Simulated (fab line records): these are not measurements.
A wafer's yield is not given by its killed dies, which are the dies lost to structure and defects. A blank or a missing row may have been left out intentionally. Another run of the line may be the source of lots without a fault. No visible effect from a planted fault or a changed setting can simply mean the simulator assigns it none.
8D (eight disciplines) problem report, filled in by code / flow gf180mcu / the parts of the form that need people (team, actions taken, sign-off) are left out

1. THE PROBLEM
Mean of strip_time_to_endpoint_s at GF_LVPWELL_STRIP_10: 37.76 s across 6 wafers in 2 lots; on wafers with no fault it is 37.01 s (standard deviation 0.12). That puts it +6.3 standard deviations away from the usual mean.
The step: strips in O2/N2.
First observed at day 6 19:34: wafer L493.1, on plasma_asher-02. The record holds 36 wafers of 12 lots with a number at this step. Rule for "out" (also "out of limits"): further than 4 standard deviations from the usual mean. The other wafers with a number count as sound.

2. WHAT IT IS, AND WHAT IT ISN'T
question=which readings at this step | is=strip_time_to_endpoint_s | is not=drypump_motor_current_A, oes_product_au
question=which lots | is=L493, L496 | is not=L481, L482, L483, L484, L485, L486, L495, L497, L498, L501
question=which wafers of those lots | is=all that have a number | is not=-
question=read on which tools | is=plasma_asher-02, plasma_asher-04 | is not=plasma_asher-01
question=when | is=from day 6 19:34 | is not=up to then (18 sound wafers); but 12 sound wafers of L495, L497, L498, L501 came after

3. WHAT RULES OUT EACH SUSPECT
Counting: a tool stays on the suspect list if, at a process step up to the reading, it processed all lots that are out and no sound lot following the first of them.
- litho_track-01 at GF_LVPWELL_COAT_02 (resist thk 3000 nm): kept. It ran every lot that is out, first L493 (day 6 12:13), and no sound lot after that.
Remaining after the count: litho_track-01 at GF_LVPWELL_COAT_02.

4. THE CAUSE (what the simulator had put in)
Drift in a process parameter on litho_track-01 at GF_LVPWELL_COAT_02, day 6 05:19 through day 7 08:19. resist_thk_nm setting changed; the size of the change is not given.
After counting, this tool was the only one left.

5. THE CHAIN OF EFFECTS, in route order
Each row: a reading whose mean over the struck wafers that have a number lies more than 3 standard deviations from the usual. Only readings whose record carries a usual standard deviation are examined. hours: median over the lots of the time between each lot's start at the first step of this table that gives one and its start at this step. sigmas: the change, counted in usual standard deviations.
hours=0; step=GF_LVPWELL_STRIP_10; reading=strip_time_to_endpoint_s; usual=37.01 s; on struck wafers=37.76; change=+0.75; sigmas=+6.3
Process steps it contains:
- GF_LVPWELL_STRIP_10: strips in O2/N2.

6. WHAT WOULD HAVE CAUGHT IT SOONER
In this record no reading fell out of limits until day 6 19:34, 14 hours after the fault had begun at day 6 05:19.
Tool readings at GF_LVPWELL_COAT_02 with a usual standard deviation given in the record: none out on any struck wafer, hence no alarm at a limit of 4 standard deviations on them.
Among the 2 lots that are out, L496 began GF_LVPWELL_COAT_02 on litho_track-01 after day 6 19:34. A tool hold placed at that time would have kept it from harm.
